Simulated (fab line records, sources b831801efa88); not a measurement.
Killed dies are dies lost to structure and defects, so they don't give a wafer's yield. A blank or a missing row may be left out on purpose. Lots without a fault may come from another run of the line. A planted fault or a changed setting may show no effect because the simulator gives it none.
A struck lot beside a sound one | flow sky130 | 22 steps out of a route of 708
Sound: wafers L191.3, L191.4, L191.6. Struck: wafers L203.1, L203.4, L203.5. The cause comes at the end.
At each step with rows: each side's tool, then ch and its chambers, then its first start. Under that, the readings that differ: sound wafers | struck wafers | difference of the means | sigmas: that difference in standard deviations of wafers without a fault.
alike: readings whose means differ by less than 2 such deviations, and words and numbers that are the same on both sides. not compared: withheld readings, readings that some wafer has no value for, bounds like >300 that may hide the same value, and numbers for which the record gives no deviation and whose values overlap.
The two part at a step that has a row with sigmas, a row that says differs or no value, or rows on one side only. Numbers that don't overlap but have no deviation are shown without sigmas and don't part them. A reading that every wafer of one side lacks parts them only if that side has two wafers or more.

SKY_METAL3_SPUTTER_00: material Ti, target thk 15 nm, time 10 s.
  sound on pvd_sputter-01, day 36 23:59; struck on pvd_sputter-02, day 41 01:41
  alike: throttle_valve_pct
then, 1 step without rows for these wafers: SKY_METAL3_SPUTTER_01 (material TiN, target thk 20 nm, time 16.7 s).
SKY_METAL3_SPUTTER_02: material AlCu, target thk 735 nm, time 39.1 s.
  sound on pvd_sputter-01, day 37 00:02; struck on pvd_sputter-02, day 41 01:44
  alike: throttle_valve_pct
SKY_METAL3_SPUTTER_03: material Ti, target thk 5 nm, time 3.3 s.
  sound on pvd_sputter-01, day 37 00:04; struck on pvd_sputter-02, day 41 01:46
  alike: throttle_valve_pct
SKY_METAL3_SPUTTER_04: material TiN, target thk 70 nm, time 58.3 s.
  sound on pvd_sputter-01, day 37 00:05; struck on pvd_sputter-02, day 41 01:47
  alike: throttle_valve_pct
SKY_CAPM_CVD_00: deposits SiO2, target thk 15.5 nm.
  sound on pecvd-02 ch 0,1, day 37 00:08; struck on pecvd-01 ch 1,2, day 41 01:50
  alike: heater_power_w
SKY_CAPM_THK_MEAS_01:
  sound on film_metro-02, day 37 00:11; struck on film_metro-03, day 41 01:52
  alike: CAPM_CVD_00_THK
then, 1 step without rows for these wafers: SKY_CAPM_SPUTTER_02 (material TiN, target thk 200 nm, time 166.7 s).
SKY_CAPM_RS_MEAS_03: measures by four-point-probe.
  sound on film_metro-01, day 37 00:22; struck on film_metro-02, day 41 02:02
  alike: CAPM_TIN_RS
SKY_CAPM_THK_MEAS_04: measures by xrf.
  sound on film_metro-01, day 37 00:28; struck on film_metro-02, day 41 02:09
  alike: CAPM_TIN_THK
then, 2 steps without rows for these wafers: SKY_CAPM_DEHYDRATE_05 (time 60 s); SKY_CAPM_HMDS_06 (prime time 60 s).
SKY_CAPM_COAT_07: resist thk 1140 nm.
  sound on litho_track-04 ch 0, day 37 13:31; struck on litho_track-02 ch 0, day 41 13:53
  reading                                   | sound                | struck               | difference | sigmas
  spin_speed_rpm (rpm)                      | 3001.0 3003.1 3003.5 | 3214.7 3212.4 3216.3 | +211.9     | +99 or more
  model.NOVOLAK_of_CAPM_COAT_07.thk_nm (nm) | 1148 1149 1146       | 1101 1102 1101       | -46        |
then, 4 steps without rows for these wafers: SKY_CAPM_SOFTBAKE_08 (time 60 s); SKY_CAPM_EXPOSE_09 (exposes mask CAPM, target cd 1000 nm); SKY_CAPM_PEB_10; SKY_CAPM_DEVELOP_11 (develop time 60 s).
SKY_CAPM_OVL_MEAS_12:
  sound on overlay-02, day 38 02:17; struck on overlay-01, day 42 01:41
  alike: CAPM_OVL
SKY_CAPM_METAL_ETCH_13: etches TiN in Cl2/BCl3, stops on SiO2, target depth 220 nm, time 65.24 s.
  sound on rie_metal-01 ch 0,1, day 38 02:20; struck on rie_metal-03 ch 0,1, day 42 01:43
  reading                                   | sound             | struck            | difference | sigmas
  model.NOVOLAK_of_CAPM_COAT_07.thk_nm (nm) | 996.7 999.2 994.5 | 946.4 948.5 949.7 | -48.6      |
  alike: bcl3_flow_sccm, drypump_motor_current_A, he_backside_leak_sccm, oes_product_au, throttle_valve_pct
  not compared: rf_hours_counter_h
SKY_CAPM_STRIP_14: strips in O2/N2.
  sound on plasma_asher-03 ch 0,1, day 38 02:25; struck on plasma_asher-01 ch 0,1, day 42 01:47
  reading                      | sound             | struck            | difference | sigmas
  strip_time_to_endpoint_s (s) | 12.70 12.72 12.66 | 12.11 12.14 12.16 | -0.56      | -11
  alike: drypump_motor_current_A, oes_product_au
  not compared: rf_hours_counter_h
then, 1 step without rows for these wafers: SKY_CAPM_STRIP_15 (strips in post etch residue remover, time 1200 s).
-- the record jumps here: 7 days lie between the struck wafers' starts before and after (it left off in module CAPM and takes up again in module PAD_OPEN, whose first step shown is number 708 of the route) --
SKY_PAD_OPEN_PROBE_99:
  the record has rows for the struck wafers here (prober-01, day 49 13:29) and none for the sound ones

WHERE THEY PART
First at SKY_CAPM_COAT_07; last, within this record, at SKY_PAD_OPEN_PROBE_99.

WHY: what the simulator had put in
Process parameter drift: litho_track-02, from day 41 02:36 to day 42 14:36, at SKY_CAPM_COAT_07. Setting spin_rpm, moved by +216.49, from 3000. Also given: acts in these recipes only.
